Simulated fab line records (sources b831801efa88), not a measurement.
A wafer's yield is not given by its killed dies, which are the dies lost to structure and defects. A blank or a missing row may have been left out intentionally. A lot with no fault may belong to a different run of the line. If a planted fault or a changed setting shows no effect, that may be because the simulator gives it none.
Which of the tools did it? :: flow gf180mcu :: 12 lots (36 wafers sampled), 1 step of a 602-step route

WHAT THE GAUGES SHOWED, per wafer
GF_V3_THK_MEAS_01.
lot: L871
measured: day 21 08:22
on: film-metro-04
V3_CVD_00_THK (nm): 602 619 602

lot: L872
measured: day 21 21:00
on: film-metro-03
V3_CVD_00_THK (nm): 600 615 598

lot: L873
measured: day 22 03:13
on: film-metro-04
V3_CVD_00_THK (nm): 602 592 604

lot: L874
measured: day 22 10:22
on: film-metro-04
V3_CVD_00_THK (nm): 620 597 585

lot: L876
measured: day 23 13:56
on: film-metro-01
V3_CVD_00_THK (nm): 605 598 607

lot: L877
measured: day 23 14:16
on: film-metro-03
V3_CVD_00_THK (nm): 608 605 604

lot: L885
measured: day 26 09:27
on: film-metro-03
V3_CVD_00_THK (nm): 608 606 598

lot: L887
measured: day 26 20:40
on: film-metro-03
V3_CVD_00_THK (nm): 589 606 581

lot: L890
measured: day 28 04:04
on: film-metro-03
V3_CVD_00_THK (nm): 587 585 595

lot: L891
measured: day 28 05:39
on: film-metro-03
V3_CVD_00_THK (nm): 596 594 593

lot: L893
measured: day 28 15:05
on: film-metro-03
V3_CVD_00_THK (nm): 595 602 598

lot: L894
measured: day 28 22:01
on: film-metro-03
V3_CVD_00_THK (nm): 596 602 601

WHAT TOOL EACH LOT RAN ON (gives the tool, then ch and the chambers of the sampled wafers, and finally the start)
The record holds no process step before these readings.

AS READ BY THE TOOLS THEMSELVES (means over the sampled wafers that have a number; for cases with no such wafer, the mark the record gives instead)
The record holds no such reading with a usual standard deviation.

THE ANSWER, worked out from the rows above alone
Rule: usual is defined by the lots themselves. Put in order of their means at a reading, lots are off if they are a third of the lots or fewer, leave a main group of 4 or more, and stand apart from it by a gap of 3 or more times the standard deviation of the main group's means; of several such gaps the widest counts. If all means in a main group match to the digits the tables above print for the reading, that group is not used. A lot without any number at a reading at which 4 lots or more have one is off too. The other lots that the step has rows for count as sound. First the gauges in route order, then the tools' own readings, where a lot's mean is used as printed above. At the first step where some lot is off, the reading lying furthest off is the one used; lots without a number count as furthest.
None of the lots is off at any reading shown; this tells nothing.

WHAT THE SIMULATOR PUT IN
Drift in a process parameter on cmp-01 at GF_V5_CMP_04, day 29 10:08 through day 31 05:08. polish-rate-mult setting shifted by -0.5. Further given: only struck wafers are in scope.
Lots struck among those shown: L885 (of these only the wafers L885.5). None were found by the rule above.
